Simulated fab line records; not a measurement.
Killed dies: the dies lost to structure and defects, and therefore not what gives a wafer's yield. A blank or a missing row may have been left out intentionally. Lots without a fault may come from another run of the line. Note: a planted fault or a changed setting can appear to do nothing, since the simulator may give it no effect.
Matching of chambers | flow sky130 | 4 sister chambers for SKY_LI_CONTACT_CMP_02 on cmp-02
The step polishes PSG. 8 wafers are shown with their chamber, then 7 later ones without.

== WAFERS, EACH WITH ITS CHAMBER ==
wafer  | chamber | motor current A (A) | time to endpoint s (s)
L844.6 | 1       | 12.0                | 32.2
L846.5 | 3       | 13.0                | 32.4
L845.5 | 1       | 11.1                | 29.9
L848.2 | 2       | 14.5                | 31.0
L848.4 | 0       | 10.8                | 29.9
L848.5 | 2       | 14.2                | 33.5
L854.2 | 3       | 13.6                | 29.8
L854.3 | 0       | 11.4                | 28.7

== WAFERS WITH NO CHAMBER GIVEN ==
wafer  | motor current A (A) | time to endpoint s (s)
L854.6 | 11.5                | 32.1
L857.1 | 10.6                | 31.1
L857.3 | 11.6                | 34.3
L857.6 | 11.1                | 34.8
L858.1 | 13.8                | 40.2
L858.5 | 14.5                | 37.6
L858.6 | 11.1                | 42.8

== WHICH CHAMBER EACH WENT THROUGH ==
wafer  | from the rows above          | in truth
L854.6 | can't be placed: 1 or 0      | 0
L857.1 | can't be placed: 0 or 1      | 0
L857.3 | can't be placed: 1 or 0      | 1
L857.6 | can't be placed: 1 or 0      | 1
L858.1 | can't be placed: 2 or 3      | 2
L858.5 | can't be placed: 2 or 3      | 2
L858.6 | can't be placed: 1 or 0 or 3 | 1
Correctly placed: 0 of 7. From these rows, 7 cannot be placed; in 7 the true chamber is one of the candidates. 0 placed wrongly.
How it was worked out, from the rows above alone: a wafer's distance from a chamber is the root of the sum, over the readings, of the square of ((its reading less the chamber's mean) divided by the reading's scatter). If the next closest chamber is less than 2 further off than the closest, the wafer can't be placed; otherwise it belongs to the closest. Each chamber's mean is taken over the wafers shown for it. The scatter is the square root of a quotient: the sum, over the shown wafers, of each reading's squared deviation from its chamber's mean, divided by wafers minus chambers.
